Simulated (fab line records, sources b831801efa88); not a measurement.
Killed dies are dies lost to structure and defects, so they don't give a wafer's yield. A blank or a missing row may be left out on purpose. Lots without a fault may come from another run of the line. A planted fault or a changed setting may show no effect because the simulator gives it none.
Tool commonality check | flow sky130 | 13 lots, 39 wafers sampled

WHY IT WAS OPENED
At SKY_NWELL_TW_MEAS_15 the reading NWELL_TW is flagged on 3 of 13 lots. Wafers without a fault read 1826, standard deviation 11.
Rule: a lot is flagged when every wafer of it that has a number lies more than 4 standard deviations from that mean, or none has a number. The other lots count as sound.

lot  | measured     | on            | NWELL_TW, wafer by wafer | flag
L658 | day 4 12:10  | film_metro-04 | 1829 1832 1832           |
L659 | day 4 20:11  | film_metro-02 | 2251 2259 2245           | FLAGGED
L660 | day 5 03:29  | film_metro-04 | 2265 2278 2264           | FLAGGED
L666 | day 6 18:55  | film_metro-02 | 2249 2246 2252           | FLAGGED
L667 | day 6 23:28  | film_metro-04 | 1830 1823 1826           |
L671 | day 7 20:28  | film_metro-04 | 1838 1838 1841           |
L673 | day 8 07:32  | film_metro-02 | 1828 1822 1826           |
L675 | day 8 14:37  | film_metro-03 | 1828 1834 1834           |
L676 | day 8 23:07  | film_metro-03 | 1826 1834 1821           |
L677 | day 9 06:28  | film_metro-04 | 1821 1821 1824           |
L678 | day 9 09:13  | film_metro-02 | 1811 1822 1817           |
L679 | day 9 23:40  | film_metro-04 | 1835 1824 1824           |
L680 | day 10 12:04 | film_metro-04 | 1840 1842 1838           |
The numbers of the flagged lots are 2257 on average: +431 against the usual, or +39 standard deviations.

WHICH TOOL RAN EACH LOT
The record holds 1 process step before the reading, out of a route of 708 steps. In each cell: the tool, then ch and the chambers that the sampled wafers went through, then the start.
lot  | flag    | SKY_NWELL_IMPLANT_11
L658 |         | implanter-03 ch 0, day 4 11:37
L659 | FLAGGED | implanter-01 ch 0, day 4 19:20
L660 | FLAGGED | implanter-01 ch 0, day 5 02:38
L666 | FLAGGED | implanter-02 ch 0, day 6 17:14
L667 |         | implanter-01 ch 0, day 6 22:55
L671 |         | implanter-02 ch 0, day 7 19:55
L673 |         | implanter-01 ch 0, day 8 06:59
L675 |         | implanter-03 ch 0, day 8 14:04
L676 |         | implanter-02 ch 0, day 8 22:34
L677 |         | implanter-02 ch 0, day 9 05:55
L678 |         | implanter-02 ch 0, day 9 08:40
L679 |         | implanter-01 ch 0, day 9 23:07
L680 |         | implanter-02 ch 0, day 10 11:31
What these steps do:
- SKY_NWELL_IMPLANT_11
- SKY_NWELL_TW_MEAS_15

FLAGGED OVER TOTAL, TOOL BY TOOL (the gauges that took the reading come last)
step                 | tool          | lots run | flagged | share of the flagged lots | sound lots run after its first flagged lot
SKY_NWELL_IMPLANT_11 | implanter-01  | 5        | 2       | some                      | 3 (L667,L673,L679)
SKY_NWELL_IMPLANT_11 | implanter-02  | 6        | 1       | some                      | 5 (L671,L676,L677,L678,L680)
SKY_NWELL_IMPLANT_11 | implanter-03  | 2        | 0       | none                      | -
SKY_NWELL_TW_MEAS_15 | film_metro-02 | 4        | 2       | some                      | 2 (L673,L678)
SKY_NWELL_TW_MEAS_15 | film_metro-03 | 2        | 0       | none                      | -
SKY_NWELL_TW_MEAS_15 | film_metro-04 | 7        | 1       | some                      | 5 (L667,L671,L677,L679,L680)

WHAT THE TABLE ALLOWS
No row of the table ran every flagged lot.

WHAT THE SIMULATOR HAD PUT IN
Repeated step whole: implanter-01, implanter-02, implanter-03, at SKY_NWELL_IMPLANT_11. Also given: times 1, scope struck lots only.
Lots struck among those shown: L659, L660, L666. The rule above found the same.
